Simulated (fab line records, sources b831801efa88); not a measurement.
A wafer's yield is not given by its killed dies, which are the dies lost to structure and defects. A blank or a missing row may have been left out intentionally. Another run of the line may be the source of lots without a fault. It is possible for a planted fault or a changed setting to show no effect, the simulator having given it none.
Chamber matching | flow gf180mcu | 4 sister chambers for GF_V4_ETCH_16 on rieDiel-03
The step etches BARC in N2/H2. 4 wafers are shown with their chamber, then 9 later ones without.

WAFERS, EACH WITH ITS CHAMBER
wafer  | chamber | drypumpMotorCurrentA (A)
L086.4 | 1       | 6.0
L086.6 | 3       | 6.8
L088.1 | 2       | 5.6
L088.5 | 0       | 5.8

WAFERS WITHOUT THEIR CHAMBER
wafer  | drypumpMotorCurrentA (A)
L089.2 | 5.7
L089.3 | 5.8
L089.5 | 6.0
L094.2 | 5.8
L094.3 | 6.8
L094.6 | 6.0
L095.4 | 6.8
L095.5 | 6.7
L095.6 | 5.8

THE CHAMBER EACH PASSED THROUGH
wafer  | from the rows above     | in truth
L089.2 | can't be placed: 0 or 2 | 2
L089.3 | 0                       | 0
L089.5 | 1                       | 1
L094.2 | 0                       | 0
L094.3 | 3                       | 3
L094.6 | 1                       | 1
L095.4 | 3                       | 3
L095.5 | 3                       | 3
L095.6 | 0                       | 0
Correctly placed: 8 of 9. Not placeable from these rows: 1 (in 1, the candidates include the true chamber). Wrongly placed: 0.
How it was worked out, from the rows above alone: a wafer's distance from a chamber is the root of the sum, over the readings, of the square of ((its reading less the chamber's mean) divided by the reading's scatter). If the next closest chamber is less than 2 further off than the closest, the wafer can't be placed; otherwise it belongs to the closest. A chamber's mean is the mean of its shown wafers. The scatter: with one shown wafer a chamber, the root of the mean of the squares of how far each hidden wafer lies from its nearest shown one.
